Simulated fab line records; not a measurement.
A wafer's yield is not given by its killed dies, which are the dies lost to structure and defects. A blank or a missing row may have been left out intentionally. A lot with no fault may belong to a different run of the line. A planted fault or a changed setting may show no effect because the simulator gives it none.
The tool behind it: which one? || flow sky130 || 33 wafers from 11 lots sampled at 5 of the route's 708 steps

== WHAT THE GAUGES READ, wafer by wafer ==
The record lacks any reading of a measuring or inspecting step that a usual standard deviation could be used to judge.

== EACH LOT AND THE TOOL THAT RAN IT (in order: tool; ch and the chambers of the sampled wafers; start) ==
{"lot": "L243", "SKY_METAL3_ETCH_16": "rie metal-01 ch 1, day 39 03:02", "SKY_METAL3_ETCH_17": "rie diel-02 ch 1,2,3, day 39 03:12", "SKY_VIA3_HMDS_05": "litho track-03 ch 0, day 39 17:11", "SKY_VIA3_CVD_21": "cvd w-02 ch 0,1, day 40 06:26", "SKY_PAD_OPEN_PROBE_99": "prober-01, day 46 07:27"}
{"lot": "L244", "SKY_METAL3_ETCH_16": "rie metal-04 ch 0,1, day 39 14:07", "SKY_METAL3_ETCH_17": "rie diel-04 ch 0,1,3, day 39 14:13", "SKY_VIA3_HMDS_05": "litho track-03 ch 0, day 40 04:08", "SKY_VIA3_CVD_21": "cvd w-02 ch 0, day 40 17:24", "SKY_PAD_OPEN_PROBE_99": "-"}
{"lot": "L248", "SKY_METAL3_ETCH_16": "rie metal-04 ch 0,1, day 40 23:49", "SKY_METAL3_ETCH_17": "rie diel-01 ch 1,2,3, day 40 23:55", "SKY_VIA3_HMDS_05": "litho track-04 ch 0, day 41 12:29", "SKY_VIA3_CVD_21": "cvd w-01 ch 0,1, day 42 01:59", "SKY_PAD_OPEN_PROBE_99": "-"}
{"lot": "L250", "SKY_METAL3_ETCH_16": "rie metal-02 ch 0,1, day 41 09:43", "SKY_METAL3_ETCH_17": "rie diel-01 ch 0,1,2, day 41 09:49", "SKY_VIA3_HMDS_05": "litho track-03 ch 0, day 41 23:13", "SKY_VIA3_CVD_21": "cvd w-01 ch 0,1, day 42 11:49", "SKY_PAD_OPEN_PROBE_99": "-"}
{"lot": "L253", "SKY_METAL3_ETCH_16": "rie metal-04 ch 0, day 42 06:37", "SKY_METAL3_ETCH_17": "rie diel-04 ch 0,1,2, day 42 06:43", "SKY_VIA3_HMDS_05": "litho track-02 ch 0, day 42 19:40", "SKY_VIA3_CVD_21": "cvd w-02 ch 0,1, day 43 08:15", "SKY_PAD_OPEN_PROBE_99": "-"}
{"lot": "L257", "SKY_METAL3_ETCH_16": "rie metal-01 ch 1, day 43 11:11", "SKY_METAL3_ETCH_17": "rie diel-02 ch 0,2,3, day 43 11:23", "SKY_VIA3_HMDS_05": "litho track-04 ch 0, day 44 00:08", "SKY_VIA3_CVD_21": "cvd w-02 ch 0,1, day 44 12:11", "SKY_PAD_OPEN_PROBE_99": "-"}
{"lot": "L259", "SKY_METAL3_ETCH_16": "rie metal-04 ch 0,1, day 43 23:40", "SKY_METAL3_ETCH_17": "rie diel-01 ch 0,2,3, day 43 23:46", "SKY_VIA3_HMDS_05": "litho track-03 ch 0, day 44 11:43", "SKY_VIA3_CVD_21": "cvd w-02 ch 1, day 44 23:59", "SKY_PAD_OPEN_PROBE_99": "-"}
{"lot": "L260", "SKY_METAL3_ETCH_16": "rie metal-02 ch 0,1, day 44 08:19", "SKY_METAL3_ETCH_17": "rie diel-04 ch 1,2,3, day 44 08:25", "SKY_VIA3_HMDS_05": "litho track-03 ch 0, day 44 20:34", "SKY_VIA3_CVD_21": "cvd w-02 ch 0,1, day 45 08:34", "SKY_PAD_OPEN_PROBE_99": "prober-01, day 50 11:09"}
{"lot": "L261", "SKY_METAL3_ETCH_16": "rie metal-04 ch 0,1, day 44 11:49", "SKY_METAL3_ETCH_17": "rie diel-01 ch 0,1, day 44 11:55", "SKY_VIA3_HMDS_05": "litho track-04 ch 0, day 44 23:38", "SKY_VIA3_CVD_21": "cvd w-02 ch 0,1, day 45 11:35", "SKY_PAD_OPEN_PROBE_99": "prober-02, day 50 13:11"}
{"lot": "L264", "SKY_METAL3_ETCH_16": "rie metal-01 ch 0,1, day 45 12:50", "SKY_METAL3_ETCH_17": "rie diel-01 ch 1,2,3, day 45 12:55", "SKY_VIA3_HMDS_05": "litho track-04 ch 0, day 46 00:50", "SKY_VIA3_CVD_21": "cvd w-01 ch 0,1, day 46 12:11", "SKY_PAD_OPEN_PROBE_99": "-"}
{"lot": "L263", "SKY_METAL3_ETCH_16": "rie metal-02 ch 0,1, day 45 13:52", "SKY_METAL3_ETCH_17": "rie diel-02 ch 2,3, day 45 13:58", "SKY_VIA3_HMDS_05": "litho track-02 ch 0, day 46 01:40", "SKY_VIA3_CVD_21": "cvd w-01 ch 0,1, day 46 12:50", "SKY_PAD_OPEN_PROBE_99": "-"}
- SKY_METAL3_ETCH_16: etches BARC in N2/H2, stops on SiO2, time 88.2 s, target depth 60 nm.
- SKY_METAL3_ETCH_17: etches SiO2 in C4F8/O2/Ar, stops on TiN, time 3.9 s, target depth 15 nm.
- SKY_VIA3_HMDS_05: prime time 60 s.
- SKY_VIA3_CVD_21: deposits W, target thk 390 nm, time 117.31 s.
- SKY_PAD_OPEN_PROBE_99

== AS READ BY THE TOOLS THEMSELVES (means over the sampled wafers that have a number; for cases with no such wafer, the mark the record gives instead) ==
SKY_METAL3_ETCH_16.
{"lot": "L243", "tool": "rie metal-01", "chamber pressure mTorr (mTorr)": 29.995, "drypump motor current A (A)": 5.1, "he backside leak sccm (sccm)": 3.28, "n2 flow sccm (sccm)": 100.0, "oes product au (a.u.)": 0.623, "throttle valve pct (%)": 13.212}
{"lot": "L244", "tool": "rie metal-04", "chamber pressure mTorr (mTorr)": 30.001, "drypump motor current A (A)": 6.2, "he backside leak sccm (sccm)": 3.22, "n2 flow sccm (sccm)": 100.1, "oes product au (a.u.)": 0.626, "throttle valve pct (%)": 13.205}
{"lot": "L248", "tool": "rie metal-04", "chamber pressure mTorr (mTorr)": 30.014, "drypump motor current A (A)": 6.3, "he backside leak sccm (sccm)": 3.20, "n2 flow sccm (sccm)": 99.9, "oes product au (a.u.)": 0.625, "throttle valve pct (%)": 13.207}
{"lot": "L250", "tool": "rie metal-02", "chamber pressure mTorr (mTorr)": 29.989, "drypump motor current A (A)": 5.7, "he backside leak sccm (sccm)": 3.03, "n2 flow sccm (sccm)": 99.5, "oes product au (a.u.)": 0.622, "throttle valve pct (%)": 13.209}
{"lot": "L253", "tool": "rie metal-04", "chamber pressure mTorr (mTorr)": 29.994, "drypump motor current A (A)": 6.2, "he backside leak sccm (sccm)": 3.19, "n2 flow sccm (sccm)": 99.9, "oes product au (a.u.)": 0.629, "throttle valve pct (%)": 13.203}
{"lot": "L257", "tool": "rie metal-01", "chamber pressure mTorr (mTorr)": 30.009, "drypump motor current A (A)": 5.1, "he backside leak sccm (sccm)": 3.32, "n2 flow sccm (sccm)": 99.9, "oes product au (a.u.)": 0.626, "throttle valve pct (%)": 13.200}
{"lot": "L259", "tool": "rie metal-04", "chamber pressure mTorr (mTorr)": 30.017, "drypump motor current A (A)": 6.2, "he backside leak sccm (sccm)": 3.25, "n2 flow sccm (sccm)": 100.0, "oes product au (a.u.)": 0.624, "throttle valve pct (%)": 13.204}
{"lot": "L260", "tool": "rie metal-02", "chamber pressure mTorr (mTorr)": 30.008, "drypump motor current A (A)": 5.6, "he backside leak sccm (sccm)": 3.19, "n2 flow sccm (sccm)": 100.2, "oes product au (a.u.)": 0.626, "throttle valve pct (%)": 13.206}
{"lot": "L261", "tool": "rie metal-04", "chamber pressure mTorr (mTorr)": 30.005, "drypump motor current A (A)": 6.3, "he backside leak sccm (sccm)": 3.20, "n2 flow sccm (sccm)": 99.9, "oes product au (a.u.)": 0.625, "throttle valve pct (%)": 13.204}
{"lot": "L264", "tool": "rie metal-01", "chamber pressure mTorr (mTorr)": 29.963, "drypump motor current A (A)": 5.6, "he backside leak sccm (sccm)": 3.13, "n2 flow sccm (sccm)": 100.2, "oes product au (a.u.)": 0.632, "throttle valve pct (%)": 13.200}
{"lot": "L263", "tool": "rie metal-02", "chamber pressure mTorr (mTorr)": 29.972, "drypump motor current A (A)": 5.6, "he backside leak sccm (sccm)": 3.12, "n2 flow sccm (sccm)": 99.7, "oes product au (a.u.)": 0.624, "throttle valve pct (%)": 13.202}

SKY_METAL3_ETCH_17.
{"lot": "L243", "tool": "rie diel-02", "chamber pressure mTorr (mTorr)": 39.99, "oes product au (a.u.)": 0.753}
{"lot": "L244", "tool": "rie diel-04", "chamber pressure mTorr (mTorr)": 39.98, "oes product au (a.u.)": 0.756}
{"lot": "L248", "tool": "rie diel-01", "chamber pressure mTorr (mTorr)": 40.02, "oes product au (a.u.)": 0.750}
{"lot": "L250", "tool": "rie diel-01", "chamber pressure mTorr (mTorr)": 40.01, "oes product au (a.u.)": 0.749}
{"lot": "L253", "tool": "rie diel-04", "chamber pressure mTorr (mTorr)": 40.01, "oes product au (a.u.)": 0.759}
{"lot": "L257", "tool": "rie diel-02", "chamber pressure mTorr (mTorr)": 39.98, "oes product au (a.u.)": 0.755}
{"lot": "L259", "tool": "rie diel-01", "chamber pressure mTorr (mTorr)": 40.02, "oes product au (a.u.)": 0.755}
{"lot": "L260", "tool": "rie diel-04", "chamber pressure mTorr (mTorr)": 39.98, "oes product au (a.u.)": 0.751}
{"lot": "L261", "tool": "rie diel-01", "chamber pressure mTorr (mTorr)": 40.00, "oes product au (a.u.)": 0.752}
{"lot": "L264", "tool": "rie diel-01", "chamber pressure mTorr (mTorr)": 40.01, "oes product au (a.u.)": 0.758}
{"lot": "L263", "tool": "rie diel-02", "chamber pressure mTorr (mTorr)": 40.01, "oes product au (a.u.)": 0.764}

SKY_VIA3_HMDS_05.
{"lot": "L243", "tool": "litho track-03", "chill plate temp C (C)": 23.10, "exhaust pa (Pa)": 45.0, "prime temp c (C)": 120.02}
{"lot": "L244", "tool": "litho track-03", "chill plate temp C (C)": 23.04, "exhaust pa (Pa)": 45.3, "prime temp c (C)": 119.97}
{"lot": "L248", "tool": "litho track-04", "chill plate temp C (C)": 22.94, "exhaust pa (Pa)": 44.2, "prime temp c (C)": 119.98}
{"lot": "L250", "tool": "litho track-03", "chill plate temp C (C)": 22.94, "exhaust pa (Pa)": 44.5, "prime temp c (C)": 120.00}
{"lot": "L253", "tool": "litho track-02", "chill plate temp C (C)": 22.94, "exhaust pa (Pa)": 44.2, "prime temp c (C)": 119.94}
{"lot": "L257", "tool": "litho track-04", "chill plate temp C (C)": 22.97, "exhaust pa (Pa)": 44.0, "prime temp c (C)": 120.04}
{"lot": "L259", "tool": "litho track-03", "chill plate temp C (C)": 23.03, "exhaust pa (Pa)": 44.7, "prime temp c (C)": 121.06}
{"lot": "L260", "tool": "litho track-03", "chill plate temp C (C)": 23.06, "exhaust pa (Pa)": 45.6, "prime temp c (C)": 120.91}
{"lot": "L261", "tool": "litho track-04", "chill plate temp C (C)": 22.93, "exhaust pa (Pa)": 44.9, "prime temp c (C)": 120.04}
{"lot": "L264", "tool": "litho track-04", "chill plate temp C (C)": 22.85, "exhaust pa (Pa)": 45.2, "prime temp c (C)": 119.98}
{"lot": "L263", "tool": "litho track-02", "chill plate temp C (C)": 23.02, "exhaust pa (Pa)": 44.9, "prime temp c (C)": 120.14}

SKY_VIA3_CVD_21.
{"lot": "L243", "tool": "cvd w-02", "chamber pressure Torr (Torr)": 39.96, "heater power outer w (W)": 547, "heater power w (W)": 886}
{"lot": "L244", "tool": "cvd w-02", "chamber pressure Torr (Torr)": 40.05, "heater power outer w (W)": 552, "heater power w (W)": 907}
{"lot": "L248", "tool": "cvd w-01", "chamber pressure Torr (Torr)": 39.92, "heater power outer w (W)": 554, "heater power w (W)": 892}
{"lot": "L250", "tool": "cvd w-01", "chamber pressure Torr (Torr)": 39.93, "heater power outer w (W)": 539, "heater power w (W)": 870}
{"lot": "L253", "tool": "cvd w-02", "chamber pressure Torr (Torr)": 39.97, "heater power outer w (W)": 537, "heater power w (W)": 879}
{"lot": "L257", "tool": "cvd w-02", "chamber pressure Torr (Torr)": 40.02, "heater power outer w (W)": 530, "heater power w (W)": 860}
{"lot": "L259", "tool": "cvd w-02", "chamber pressure Torr (Torr)": 40.00, "heater power outer w (W)": 510, "heater power w (W)": 859}
{"lot": "L260", "tool": "cvd w-02", "chamber pressure Torr (Torr)": 39.93, "heater power outer w (W)": 541, "heater power w (W)": 899}
{"lot": "L261", "tool": "cvd w-02", "chamber pressure Torr (Torr)": 40.03, "heater power outer w (W)": 530, "heater power w (W)": 871}
{"lot": "L264", "tool": "cvd w-01", "chamber pressure Torr (Torr)": 40.08, "heater power outer w (W)": 546, "heater power w (W)": 896}
{"lot": "L263", "tool": "cvd w-01", "chamber pressure Torr (Torr)": 40.10, "heater power outer w (W)": 536, "heater power w (W)": 894}

SKY_PAD_OPEN_PROBE_99.
{"lot": "L243", "tool": "prober-01", "defect limited yield (%)": 82.7, "killed_at_M0_to_M3": 39, "killed_at_M4_up": 4.0, "killed at contacts": 23, "killed at front end": 19, "killed at other": 0.0, "killed dies": 85, "killed open": 43, "killed short": 42, "sort_bin_3_pad_short (%)": 0.8, "sort_bin_5_function (%)": 9.9, "sort_bin_6_memory (%)": 6.6, "sort n pass": 407, "sort yield pct (%)": 82.7}
{"lot": "L260", "tool": "prober-01", "defect limited yield (%)": 81.8, "killed_at_M0_to_M3": 42, "killed_at_M4_up": 6.3, "killed at contacts": 26, "killed at front end": 14, "killed at other": 1.0, "killed dies": 89, "killed open": 44, "killed short": 46, "sort_bin_3_pad_short (%)": 0.8, "sort_bin_5_function (%)": 10.7, "sort_bin_6_memory (%)": 6.6, "sort n pass": 403, "sort yield pct (%)": 81.8}
{"lot": "L261", "tool": "prober-02", "defect limited yield (%)": 82.5, "killed_at_M0_to_M3": 43, "killed_at_M4_up": 4.7, "killed at contacts": 20, "killed at front end": 18, "killed at other": 0.0, "killed dies": 86, "killed open": 39, "killed short": 47, "sort_bin_3_pad_short (%)": 0.9, "sort_bin_5_function (%)": 10.4, "sort_bin_6_memory (%)": 6.2, "sort n pass": 406, "sort yield pct (%)": 82.5}

== THE ANSWER, worked out from the rows above alone ==
Rule: what is usual is taken from the lots themselves. The widest of any qualifying gaps counts: lots, ordered by their means at a reading, are off when they make up no more than a third of the lots, leave a main group of 4 or more, and stand apart from it by 3 or more times the standard deviation of that group's means. Not used: any main group whose means are identical at the precision the tables above print for the reading. Also off: a lot with no number at a reading for which 4 or more lots have one. All remaining lots with rows at the step are treated as sound. Order of review: gauges by route order, followed by the tools' own readings, for which a lot's mean as printed above is used. The first step at which some lot is off is used, and at that step the reading that is off furthest; a lot without a number counts as furthest.
Off: L259, L260 (SKY_VIA3_HMDS_05, prime temp c). The main group has a mean of 120.01 C with a standard deviation of 0.055.
A tool fits if, at that step or a process step before it, it ran every lot that is off, and no sound lot after the first of them. One fits: litho track-03 at SKY_VIA3_HMDS_05. A fault onset in the window from L250 (day 41 23:13, its last sound lot) to L259 (day 44 11:43, its first lot off) fits.
On the lots that are off, the tool's own readings at SKY_VIA3_HMDS_05 differ by more than 5 times the standard deviation of the sound lots' means, which bears it out; prime temp c reads 120.98 C there versus 120.01 C on the sound lots.

== WHAT HAD BEEN PUT IN BY THE SIMULATOR ==
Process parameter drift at SKY_VIA3_HMDS_05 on litho track-03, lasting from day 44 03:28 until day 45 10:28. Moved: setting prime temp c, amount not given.
Shown lots that were struck: L259, L260. The rule given above showed the same thing.
